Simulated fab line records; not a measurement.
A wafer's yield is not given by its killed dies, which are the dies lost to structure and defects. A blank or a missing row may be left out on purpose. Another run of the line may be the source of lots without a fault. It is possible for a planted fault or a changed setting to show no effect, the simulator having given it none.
Which of the tools did it? ; flow sky130 ; 12 lots, 36 wafers sampled, at 5 steps of a route of 708

## WHAT THE GAUGES SHOWED, per wafer
The record lacks any reading of a measuring or inspecting step that a usual standard deviation could be used to judge.

## EACH LOT AND THE TOOL THAT RAN IT (in order: tool; ch and the chambers of the sampled wafers; start)
lot;SKY_VIA1_ETCH_14;SKY_METAL4_STRIP_19;SKY_METAL5_SPUTTER_04;SKY_PASSIVATION_CVD_00;SKY_PAD_OPEN_PROBE_99
L359;rie-diel-04 ch 0,1,3, day 34 10:45;plasma-asher-04 ch 0,1, day 42 00:41;pvd-sputter-01, day 43 02:24;pecvd-02 ch 0,1, day 44 02:15;prober-01, day 46 00:18
L360;rie-diel-04 ch 1,2, day 35 11:11;plasma-asher-01 ch 0,1, day 43 05:17;pvd-sputter-01, day 44 05:45;pecvd-04 ch 0,1,2, day 45 04:22;prober-01, day 47 01:22
L364;rie-diel-03 ch 1,2, day 36 04:50;plasma-asher-01 ch 0,1, day 43 17:11;pvd-sputter-02, day 44 18:20;pecvd-03 ch 0,2, day 45 17:23;prober-02, day 47 13:07
L366;rie-diel-01 ch 0,1,3, day 37 01:45;plasma-asher-03 ch 0,1, day 44 11:31;pvd-sputter-02, day 45 12:08;pecvd-02 ch 0,1,2, day 46 10:12;prober-02, day 48 04:06
L367;rie-diel-04 ch 0,3, day 37 09:38;plasma-asher-01 ch 0,1, day 44 20:27;pvd-sputter-02, day 45 21:57;pecvd-03 ch 0,2, day 46 18:28;prober-01, day 48 11:34
L369;rie-diel-04 ch 1,3, day 38 03:54;plasma-asher-04 ch 0, day 45 13:11;pvd-sputter-02, day 46 13:24;pecvd-02 ch 1,2, day 47 10:41;prober-01, day 49 02:13
L371;rie-diel-04 ch 0,1,3, day 38 14:32;plasma-asher-01 ch 0, day 45 19:32;pvd-sputter-02, day 46 18:31;pecvd-03 ch 1,2, day 47 15:08;prober-01, day 49 06:55
L372;rie-diel-04 ch 0,3, day 38 23:02;plasma-asher-01 ch 0,1, day 46 07:16;pvd-sputter-04, day 47 06:31;pecvd-04 ch 0,1, day 48 02:16;prober-02, day 49 16:42
L374;rie-diel-04 ch 1,2,3, day 39 14:44;plasma-asher-04 ch 0, day 46 16:49;pvd-sputter-04, day 47 15:22;pecvd-02 ch 0,1,2, day 48 11:26;prober-02, day 50 01:59
L376;rie-diel-04 ch 0,3, day 40 05:46;plasma-asher-01 ch 0,1, day 47 04:58;pvd-sputter-02, day 48 02:18;pecvd-03 ch 0,1, day 48 20:42;prober-02, day 50 10:30
L377;rie-diel-01 ch 0,2,3, day 40 06:53;plasma-asher-01 ch 0,1, day 47 06:21;pvd-sputter-04, day 48 04:03;pecvd-03 ch 0,1,2, day 48 23:09;prober-01, day 50 11:46
L381;rie-diel-03 ch 1,3, day 41 13:20;plasma-asher-04 ch 0,1, day 48 07:52;pvd-sputter-02, day 49 04:41;pecvd-02 ch 0,1, day 49 22:39;prober-01, day 51 07:40
- SKY_VIA1_ETCH_14: etches BARC in N2/H2, stops on SiO2, time 45.9 s, target depth 60 nm.
- SKY_METAL4_STRIP_19: strips in O2/N2.
- SKY_METAL5_SPUTTER_04: material TiN, target thk 70 nm, time 58.3 s.
- SKY_PASSIVATION_CVD_00: deposits SiO2, target thk 90 nm.
- SKY_PAD_OPEN_PROBE_99

## AS READ BY THE TOOLS THEMSELVES (means over the sampled wafers that have a number; for cases with no such wafer, the mark the record gives instead)
SKY_VIA1_ETCH_14.
lot;tool;drypump-motor-current-A (A);oes-product-au (a.u.);throttle-valve-pct (%)
L359;rie-diel-04;5.3;0.853;13.219
L360;rie-diel-04;5.5;0.855;13.221
L364;rie-diel-03;5.5;0.857;13.223
L366;rie-diel-01;5.6;0.856;13.226
L367;rie-diel-04;5.5;0.858;13.223
L369;rie-diel-04;5.2;0.856;13.227
L371;rie-diel-04;5.3;0.854;13.220
L372;rie-diel-04;5.5;0.856;13.221
L374;rie-diel-04;5.4;0.856;13.223
L376;rie-diel-04;5.5;0.853;13.223
L377;rie-diel-01;5.7;0.858;13.215
L381;rie-diel-03;6.0;0.854;13.228

SKY_METAL4_STRIP_19.
lot;tool;drypump-motor-current-A (A);oes-product-au (a.u.);strip-time-to-endpoint-s (s)
L359;plasma-asher-04;5.1;0.498;6.52
L360;plasma-asher-01;5.4;0.508;6.64
L364;plasma-asher-01;5.4;0.496;6.44
L366;plasma-asher-03;6.2;0.506;6.52
L367;plasma-asher-01;5.6;0.496;6.47
L369;plasma-asher-04;5.6;0.507;6.60
L371;plasma-asher-01;5.7;0.497;6.47
L372;plasma-asher-01;5.4;0.504;6.49
L374;plasma-asher-04;5.6;0.497;6.43
L376;plasma-asher-01;5.4;0.497;6.42
L377;plasma-asher-01;5.4;0.502;6.43
L381;plasma-asher-04;5.1;0.499;6.50

SKY_METAL5_SPUTTER_04.
lot;tool;throttle-valve-pct (%)
L359;pvd-sputter-01;30.3
L360;pvd-sputter-01;29.6
L364;pvd-sputter-02;30.1
L366;pvd-sputter-02;30.4
L367;pvd-sputter-02;30.4
L369;pvd-sputter-02;30.4
L371;pvd-sputter-02;30.0
L372;pvd-sputter-04;29.3
L374;pvd-sputter-04;29.9
L376;pvd-sputter-02;29.7
L377;pvd-sputter-04;29.3
L381;pvd-sputter-02;29.8

SKY_PASSIVATION_CVD_00.
lot;tool;heater-power-w (W)
L359;pecvd-02;618
L360;pecvd-04;626
L364;pecvd-03;636
L366;pecvd-02;646
L367;pecvd-03;689
L369;pecvd-02;644
L371;pecvd-03;621
L372;pecvd-04;595
L374;pecvd-02;630
L376;pecvd-03;718
L377;pecvd-03;658
L381;pecvd-02;557

SKY_PAD_OPEN_PROBE_99.
lot;tool;defect-limited-yield (%);killed_at_M0_to_M3;killed_at_M4_up;killed-at-contacts;killed-at-front-end;killed-at-other;killed-dies;killed-open;killed-short;sort_bin_3_pad_short (%);sort_bin_5_function (%);sort_bin_6_memory (%);sort-n-pass;sort-yield-pct (%)
L359;prober-01;83.2;42;4.0;25;12;0.0;83;47;35;0.9;10.3;5.7;409;83.2
L360;prober-01;82.4;42;6.0;22;17;0.0;87;49;37;1.1;10.1;6.4;405;82.4
L364;prober-02;83.6;38;5.0;23;14;0.7;80;42;38;0.8;10.6;5.0;412;83.6
L366;prober-02;78.7;52;2.3;35;16;0.0;105;56;49;1.5;12.6;7.2;387;78.7
L367;prober-01;83.2;41;3.7;26;12;0.0;83;47;36;0.9;9.3;6.6;409;83.2
L369;prober-01;83.1;36;4.0;26;16;0.3;83;43;40;1.0;9.9;6.0;409;83.1
L371;prober-01;81.7;43;1.7;27;18;0.0;90;50;40;0.9;10.7;6.6;402;81.7
L372;prober-02;74.0;90;3.7;20;14;0.3;128;46;36;2.5;16.9;6.5;364;74.0
L374;prober-02;75.9;88;3.0;15;13;0.0;119;41;32;2.8;16.0;5.4;373;75.9
L376;prober-02;75.2;86;2.3;20;13;0.0;122;45;34;2.8;14.9;7.0;370;75.2
L377;prober-01;84.1;38;2.0;23;15;0.0;78;42;36;0.9;9.9;5.1;414;84.1
L381;prober-01;83.1;47;3.3;21;11;0.0;83;44;39;1.1;10.0;5.8;409;83.1

## THE ANSWER, worked out from the rows above alone
Rule: the usual values come from the lots themselves. The widest of any qualifying gaps counts: lots, ordered by their means at a reading, are off when they make up no more than a third of the lots, leave a main group of 4 or more, and stand apart from it by 3 or more times the standard deviation of that group's means. A main group whose means are all the same, to the digits that the tables above print for the reading, isn't used. Also off: a lot with no number at a reading for which 4 or more lots have one. Any other lot the step has rows for is counted as sound. First the gauges in route order, then the tools' own readings, where a lot's mean is used as printed above. The first step at which some lot is off is used, and at that step the reading that is off furthest; a lot without a number counts as furthest.
Off: L372, L374, L376 (SKY_PAD_OPEN_PROBE_99, killed_at_M0_to_M3). The main group has a mean of 42 with a standard deviation of 4.7.
If a tool, at that step or one of the process steps before it, ran each lot that is off and ran no sound lot following the first of them, it fits. Can't be told from this: 2 tools fit, rie-diel-04 at SKY_VIA1_ETCH_14, prober-02 at SKY_PAD_OPEN_PROBE_99.

## WHAT THE SIMULATOR HAD INSERTED
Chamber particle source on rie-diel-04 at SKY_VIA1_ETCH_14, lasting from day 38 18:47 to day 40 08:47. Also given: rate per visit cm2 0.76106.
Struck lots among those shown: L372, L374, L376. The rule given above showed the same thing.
